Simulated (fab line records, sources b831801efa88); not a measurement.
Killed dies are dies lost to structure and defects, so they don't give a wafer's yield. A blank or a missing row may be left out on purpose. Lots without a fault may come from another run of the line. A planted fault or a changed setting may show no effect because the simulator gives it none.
One fault seen from 2 desks | flow gf180mcu | each desk has only its own numbers; what lay behind them comes last

THE METROLOGY DESK
What the gauges read, lot by lot, whatever tool the lot ran on: means of the sampled wafers that have a number. A lot is out of limits, marked OUT, if its mean lies more than 4 standard deviations from the usual mean; the brackets give that distance.
Columns: A = cd_nm at GF_M3_CD_MEAS_14, usual 280.2 nm
lot  | first seen here | A
L412 | day 22 13:12    | 281.4
L418 | day 24 09:18    | 278.0
L420 | day 24 22:24    | 280.0
L421 | day 25 03:09    | 282.2
L425 | day 26 12:47    | 280.8
L426 | day 26 16:38    | 281.9
L427 | day 27 03:00    | 279.1
L428 | day 27 15:33    | 278.6
L430 | day 27 21:33    | 281.8
L431 | day 28 08:23    | 281.1
L432 | day 28 17:16    | 279.5
L433 | day 28 21:53    | 280.2
This desk's finding: nothing out of limits on any of the 12 lots.

THE TOOL OWNER'S DESK: pvd_sputter-01
The tool's own readings at GF_M2_SPUTTER_00 (material Ti, target thk 37.5 nm, time 150 s): means of the sampled wafers that have a number, for each lot that ran on this tool. A lot is out of limits, marked OUT, if its mean lies more than 4 standard deviations from the usual mean; the brackets give that distance.
Columns: A = cathode_dc_power_W at GF_M2_SPUTTER_00, usual 3999.9 W; B = throttle_valve_pct at GF_M2_SPUTTER_00, usual 30.0 %
lot  | first seen here | A      | B
L418 | day 21 09:22    | 3999.5 | 29.9
L420 | day 22 00:09    | 3999.9 | 30.2
L430 | day 25 04:47    | 4000.0 | 29.9
L432 | day 26 00:40    | 4000.1 | 30.0
L433 | day 26 04:59    | 4000.1 | 29.5
This desk's finding: nothing out of limits on any of the 5 lots.

PUT TOGETHER
The metrology desk saw nothing out of limits.
The tool owner's desk saw nothing out of limits.

WHAT THE SIMULATOR HAD PUT IN
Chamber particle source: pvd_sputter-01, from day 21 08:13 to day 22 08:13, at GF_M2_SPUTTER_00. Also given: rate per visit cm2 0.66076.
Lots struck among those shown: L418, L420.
